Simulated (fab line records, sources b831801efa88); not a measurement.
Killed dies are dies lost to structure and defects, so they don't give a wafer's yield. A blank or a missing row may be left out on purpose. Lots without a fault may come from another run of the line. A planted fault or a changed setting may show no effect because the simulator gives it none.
Which tool did it? | flow sky130 | 14 lots, 42 wafers sampled, at 5 steps of a route of 708

WHAT THE GAUGES READ, wafer by wafer
SKY_FIELD_ISO_THK_MEAS_02. Usual: FIELD_ISO_OXIDATION_00_THK 11.97 nm, standard deviation 0.29.
lot  | measured    | on            | FIELD_ISO_OXIDATION_00_THK (nm) | flag
L261 | day 1 12:36 | film_metro-03 | 11.93 12.10 11.90               |
L262 | day 1 17:29 | film_metro-01 | 12.14 12.00 11.99               |
L263 | day 1 22:52 | film_metro-01 | 11.74 11.60 11.82               |
L264 | day 2 04:09 | film_metro-01 | 11.84 11.58 11.90               |
L265 | day 2 09:05 | film_metro-01 | 12.00 12.15 12.51               |
L267 | day 2 18:14 | film_metro-01 | 12.35 12.45 12.37               |
L269 | day 3 03:50 | film_metro-01 | 11.80 11.56 11.58               |
L270 | day 3 09:45 | film_metro-04 | 11.97 12.08 11.85               |
L275 | day 4 10:29 | film_metro-03 | 11.66 11.64 11.86               |
L277 | day 4 19:38 | film_metro-03 | 12.22 12.06 11.99               |
L278 | day 5 00:59 | film_metro-04 | 11.71 11.64 11.96               |
L279 | day 5 09:35 | film_metro-01 | 12.57 12.52 12.42               |
L281 | day 5 16:24 | film_metro-03 | 11.98 12.07 11.97               |
L282 | day 6 00:15 | film_metro-01 | 11.95 12.02 12.02               |

SKY_VT_ADJUST_HVTP_OVL_MEAS_08. Usual: VT_ADJUST_HVTP_OVL 0.6 nm, standard deviation 1.3.
lot  | measured     | on         | VT_ADJUST_HVTP_OVL (nm)                   | flag
L261 | day 5 23:43  | overlay-01 | 0.2 0.2 -0.4                              |
L262 | day 6 06:16  | overlay-02 | 1.2 -0.7 1.8                              |
L263 | day 6 11:52  | overlay-02 | 0.9 -0.1 0.4                              |
L264 | day 6 19:38  | overlay-02 | -0.1 -0.2 0.0                             |
L265 | day 7 04:04  | overlay-02 | -135.4 -134.3 -134.5 -137.1 -135.5 -135.2 | OFF
L267 | day 7 11:40  | overlay-02 | -130.8 -132.7 -134.6 -132.5 -133.8 -135.7 | OFF
L269 | day 8 03:17  | overlay-01 | -132.0 -131.7 -132.2 -132.5 -132.1 -133.2 | OFF
L270 | day 8 09:58  | overlay-01 | -132.7 -132.1 -135.3 -133.4 -132.4 -135.9 | OFF
L275 | day 10 08:54 | overlay-01 | 1.1 0.6 1.3                               |
L277 | day 10 09:10 | overlay-02 | -1.1 1.2 -0.8                             |
L278 | day 11 04:44 | overlay-01 | -0.6 0.4 -0.7                             |
L279 | day 11 04:08 | overlay-01 | 0.3 0.0 0.8                               |
L281 | day 11 14:12 | overlay-01 | 0.4 -1.7 -0.3                             |
L282 | day 11 19:37 | overlay-01 | 1.4 0.1 -1.7                              |

SKY_SONOS_TUNNEL_TW_MEAS_12. Usual: SONOS_TUNNEL_TW 197.2, standard deviation 1.4.
lot  | measured     | on            | SONOS_TUNNEL_TW   | flag
L261 | day 11 06:14 | film_metro-02 | 195.8 196.1 195.7 |
L262 | day 11 14:58 | film_metro-01 | 197.9 197.4 198.5 |
L263 | day 11 23:21 | film_metro-03 | 198.1 197.8 198.6 |
L264 | day 12 08:46 | film_metro-01 | 194.7 194.7 194.0 |
L275 | day 16 19:46 | film_metro-02 | 197.9 197.8 198.5 |
L277 | day 16 21:52 | film_metro-02 | 199.0 199.0 197.8 |
L278 | day 17 20:45 | film_metro-01 | 196.4 196.7 195.8 |
L279 | day 17 20:26 | film_metro-02 | 198.5 198.9 197.5 |
L281 | day 18 07:55 | film_metro-01 | 196.4 198.3 196.6 |
L282 | day 18 15:56 | film_metro-01 | 196.7 197.3 197.1 |

WHICH TOOL RAN EACH LOT (tool, then ch and the chambers of the sampled wafers, then the start)
lot  | SKY_FIELD_ISO_CMP_27         | SKY_VT_ADJUST_HVTP_EXPOSE_04
L261 | cmp-01 ch 0,3, day 2 09:55   | iline_stepper-02 ch 0, day 5 16:04
L262 | cmp-02 ch 0,1, day 2 15:11   | iline_stepper-01 ch 0, day 5 22:02
L263 | cmp-01 ch 1,3, day 2 19:44   | iline_stepper-01 ch 0, day 6 02:47
L264 | cmp-02 ch 0,1,3, day 3 02:25 | iline_stepper-01 ch 0, day 6 09:55
L265 | cmp-01 ch 0,3, day 3 08:14   | iline_stepper-01 ch 0, day 6 18:37
L267 | cmp-02 ch 0,1,3, day 3 15:36 | iline_stepper-01 ch 0, day 7 01:47
L269 | cmp-01 ch 1,3, day 4 03:28   | iline_stepper-01 ch 0, day 7 17:27
L270 | cmp-01 ch 0,2,3, day 4 08:47 | iline_stepper-01 ch 0, day 7 23:52
L275 | cmp-02 ch 0,1,3, day 5 20:07 | iline_stepper-02 ch 0, day 9 22:49
L277 | cmp-01 ch 0,1,2, day 5 22:53 | iline_stepper-02 ch 0, day 9 23:33
L278 | cmp-01 ch 1,3, day 6 14:33   | iline_stepper-02 ch 0, day 10 17:43
L279 | cmp-02 ch 1,2,3, day 6 14:36 | iline_stepper-02 ch 0, day 10 17:06
L281 | cmp-02 ch 2,3, day 6 23:47   | iline_stepper-02 ch 0, day 11 02:27
L282 | cmp-02 ch 1,2,3, day 7 04:07 | iline_stepper-02 ch 0, day 11 07:39
- SKY_FIELD_ISO_CMP_27: polishes, stops on Si3N4, t overpolish 16 s, target thk 457.8 nm.
- SKY_VT_ADJUST_HVTP_EXPOSE_04: exposes mask HVTPM, target cd 380 nm.

WHAT THE TOOLS THEMSELVES READ (means of the sampled wafers that have a number; where no wafer has one, the mark that the record gives instead)
SKY_FIELD_ISO_CMP_27. Usual: edge_zone_pressure_frac 1.000, standard deviation 0.0048; motor_current_A 11.8 A, standard deviation 0.85; overpolish_run_s 16.001 s, standard deviation 0.0093; time_to_endpoint_s 111 s, standard deviation 3.5.
lot  | tool   | edge_zone_pressure_frac | motor_current_A (A) | overpolish_run_s (s) | time_to_endpoint_s (s) | flag
L261 | cmp-01 | 1.001                   | 12.8                | 16.000               | 110                    |
L262 | cmp-02 | 1.002                   | 11.0                | 15.991               | 107                    |
L263 | cmp-01 | 0.998                   | 11.7                | 16.013               | 106                    |
L264 | cmp-02 | 0.998                   | 11.9                | 15.994               | 111                    |
L265 | cmp-01 | 0.999                   | 12.4                | 16.000               | 106                    |
L267 | cmp-02 | 0.997                   | 11.3                | 16.003               | 112                    |
L269 | cmp-01 | 0.996                   | 11.9                | 15.997               | 109                    |
L270 | cmp-01 | 0.998                   | 12.6                | 15.995               | 110                    |
L275 | cmp-02 | 0.993                   | 11.7                | 16.014               | 110                    |
L277 | cmp-01 | 0.999                   | 12.2                | 15.999               | 110                    |
L278 | cmp-01 | 1.003                   | 11.5                | 16.002               | 108                    |
L279 | cmp-02 | 1.002                   | 11.6                | 16.006               | 117                    |
L281 | cmp-02 | 1.003                   | 12.0                | 16.008               | 115                    |
L282 | cmp-02 | 0.999                   | 11.4                | 15.999               | 112                    |

SKY_VT_ADJUST_HVTP_EXPOSE_04. Usual: exposure_dose_mJ_cm2 139.95, standard deviation 0.13.
lot  | tool             | exposure_dose_mJ_cm2 | flag
L261 | iline_stepper-02 | 140.12               |
L262 | iline_stepper-01 | 139.99               |
L263 | iline_stepper-01 | 139.89               |
L264 | iline_stepper-01 | 140.04               |
L265 | iline_stepper-01 | 140.03               |
L267 | iline_stepper-01 | 139.90               |
L269 | iline_stepper-01 | 140.05               |
L270 | iline_stepper-01 | 140.01               |
L275 | iline_stepper-02 | 139.91               |
L277 | iline_stepper-02 | 139.94               |
L278 | iline_stepper-02 | 139.95               |
L279 | iline_stepper-02 | 139.89               |
L281 | iline_stepper-02 | 140.07               |
L282 | iline_stepper-02 | 139.92               |

THE ANSWER, worked out from the rows above alone
Rule: a lot is off if the mean of its wafers that have a number lies more than 3 standard deviations from the usual mean. A lot without any number at a reading at which 4 lots or more have one is off too. The other lots that the step has rows for count as sound. The gauges are gone through in route order, then the tools' own readings, and for those a lot's mean is taken as printed above. The first step at which some lot is off is used, and at that step the reading that is off furthest; a lot without a number counts as furthest.
Off: L265, L267, L269, L270, at SKY_VT_ADJUST_HVTP_OVL_MEAS_08 (VT_ADJUST_HVTP_OVL).
A tool fits if, at a process step before that reading, it ran every lot that is off, and no sound lot after the first of them. The gauges at SKY_VT_ADJUST_HVTP_OVL_MEAS_08 are tried like those tools. One fits: iline_stepper-01 at SKY_VT_ADJUST_HVTP_EXPOSE_04. Its last sound lot is L264 (day 6 09:55), its first lot that is off L265 (day 6 18:37): a fault that began between those two fits.

WHAT THE SIMULATOR HAD PUT IN
Scanner matching overlay: iline_stepper-01, from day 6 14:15 on, at SKY_VT_ADJUST_HVTP_EXPOSE_04. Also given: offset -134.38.
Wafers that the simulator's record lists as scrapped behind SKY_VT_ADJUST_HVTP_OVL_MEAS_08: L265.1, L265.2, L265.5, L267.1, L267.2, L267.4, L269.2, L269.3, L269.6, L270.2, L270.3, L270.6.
Lots struck among those shown: L265, L267, L269, L270. The rule above found the same.
